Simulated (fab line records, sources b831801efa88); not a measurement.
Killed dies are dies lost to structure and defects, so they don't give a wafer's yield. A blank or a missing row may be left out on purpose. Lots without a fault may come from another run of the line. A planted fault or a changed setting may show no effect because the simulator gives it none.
Chamber matching | flow sky130 | SKY_LI_CONTACT_HDPCVD_00 on hdpcvd-02: 3 sister chambers
The step deposits PSG, target thk 930 nm, time 155 s. 6 wafers are shown with their chamber, then 7 later ones without.

WAFERS WITH THEIR CHAMBER
wafer  | chamber | sih4_flow_sccm (sccm)
L704.3 | 2       | 59.93
L718.1 | 1       | 59.99
L718.2 | 2       | 60.09
L718.3 | 0       | 59.99
L719.1 | 1       | 59.66
L719.3 | 0       | 60.13

WAFERS WITHOUT THEIR CHAMBER
wafer  | sih4_flow_sccm (sccm)
L719.4 | 59.78
L720.2 | 59.91
L720.3 | 59.89
L720.4 | 59.57
L722.1 | 59.79
L722.2 | 59.75
L722.4 | 59.76

WHICH CHAMBER EACH WENT THROUGH
wafer  | from the rows above          | in truth
L719.4 | can't be placed: 1 or 2 or 0 | 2
L720.2 | can't be placed: 1 or 2 or 0 | 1
L720.3 | can't be placed: 1 or 2 or 0 | 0
L720.4 | can't be placed: 1 or 2 or 0 | 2
L722.1 | can't be placed: 1 or 2 or 0 | 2
L722.2 | can't be placed: 1 or 2 or 0 | 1
L722.4 | can't be placed: 1 or 2 or 0 | 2
Placed correctly: 0 of 7. Can't be placed from these rows: 7 (the true chamber is among the candidates in 7). Placed wrongly: 0.
How it was worked out, from the rows above alone: a wafer's distance from a chamber is the root of the sum, over the readings, of the square of ((its reading less the chamber's mean) divided by the reading's scatter). The wafer belongs to the nearest chamber; if the next one is less than 2 further off, it can't be placed. A chamber's mean is the mean of its shown wafers. The scatter: the root of (the sum of the squares of (reading less its chamber's mean) over the shown wafers, divided by (wafers less chambers)).
